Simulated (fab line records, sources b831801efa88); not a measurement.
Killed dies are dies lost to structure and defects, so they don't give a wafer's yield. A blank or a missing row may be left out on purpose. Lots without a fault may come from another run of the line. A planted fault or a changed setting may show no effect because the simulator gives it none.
Chamber matching | flow gf180mcu | GF_V5_CMP_26 on cmp-02: 4 sister chambers
The step polishes, stops on SiO2, t overpolish 15 s, target thk 0 nm. 8 wafers are shown with their chamber, then 7 later ones without.

WAFERS WITH THEIR CHAMBER
wafer  | chamber | time_to_endpoint_s (s) | motor_current_A (A)
L640.5 | 1       | 88                     | 11.3
L643.4 | 0       | 92                     | 10.8
L643.6 | 3       | 78                     | 12.8
L644.1 | 3       | 77                     | 12.6
L644.2 | 2       | 79                     | 11.2
L644.4 | 1       | 86                     | 10.7
L654.1 | 2       | 74                     | 10.7
L654.4 | 0       | 84                     | 9.9

WAFERS WITHOUT THEIR CHAMBER
wafer  | time_to_endpoint_s (s) | motor_current_A (A)
L654.6 | 83                     | 10.8
L658.2 | 78                     | 12.6
L658.3 | 78                     | 10.9
L658.6 | 86                     | 11.2
L659.1 | 77                     | 13.1
L659.4 | 85                     | 10.3
L659.6 | 80                     | 13.4

WHICH CHAMBER EACH WENT THROUGH
wafer  | from the rows above          | in truth
L654.6 | can't be placed: 1 or 0 or 2 | 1
L658.2 | 3                            | 3
L658.3 | 2                            | 2
L658.6 | can't be placed: 1 or 0      | 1
L659.1 | 3                            | 3
L659.4 | can't be placed: 0 or 1      | 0
L659.6 | 3                            | 3
Placed correctly: 4 of 7. Can't be placed from these rows: 3 (the true chamber is among the candidates in 3). Placed wrongly: 0.
How it was worked out, from the rows above alone: a wafer's distance from a chamber is the root of the sum, over the readings, of the square of ((its reading less the chamber's mean) divided by the reading's scatter). The wafer belongs to the nearest chamber; if the next one is less than 2 further off, it can't be placed. A chamber's mean is the mean of its shown wafers. The scatter: the root of (the sum of the squares of (reading less its chamber's mean) over the shown wafers, divided by (wafers less chambers)).
